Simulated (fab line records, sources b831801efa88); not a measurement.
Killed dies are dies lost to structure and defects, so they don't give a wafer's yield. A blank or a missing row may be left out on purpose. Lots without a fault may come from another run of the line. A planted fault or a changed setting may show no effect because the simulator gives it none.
Which tool did it? | flow gf180mcu | 6 lots, 18 wafers sampled, at 1 step of a route of 602

WHAT THE GAUGES READ, wafer by wafer
GF_M3_CD_MEAS_14: target cd 280 nm.
lot  | measured     | on        | cd_nm (nm)
L898 | day 21 22:40 | cd_sem-02 | 279.9 281.1 282.0
L902 | day 23 02:29 | cd_sem-01 | 281.4 281.2 281.9
L909 | day 25 10:58 | cd_sem-02 | 278.4 279.7 278.6
L912 | day 26 13:19 | cd_sem-02 | 281.8 280.6 281.4
L916 | day 27 21:11 | cd_sem-01 | 282.3 281.7 283.1
L919 | day 28 10:27 | cd_sem-01 | 279.8 280.0 280.8

WHICH TOOL RAN EACH LOT (tool, then ch and the chambers of the sampled wafers, then the start)
The record holds no process step before these readings.

THE ANSWER, worked out from the rows above alone
Rule: what is usual is taken from the lots themselves. Put in order of their means at a reading, lots are off if they are a third of the lots or fewer, leave a main group of 4 or more, and stand apart from it by a gap of 3 or more times the standard deviation of the main group's means; of several such gaps the widest counts. A main group whose means are all the same, to the digits that the tables above print for the reading, isn't used. A lot without any number at a reading at which 4 lots or more have one is off too. The other lots that the step has rows for count as sound.
No lot is off at any reading shown: from this, nothing can be told.

WHAT THE SIMULATOR HAD PUT IN
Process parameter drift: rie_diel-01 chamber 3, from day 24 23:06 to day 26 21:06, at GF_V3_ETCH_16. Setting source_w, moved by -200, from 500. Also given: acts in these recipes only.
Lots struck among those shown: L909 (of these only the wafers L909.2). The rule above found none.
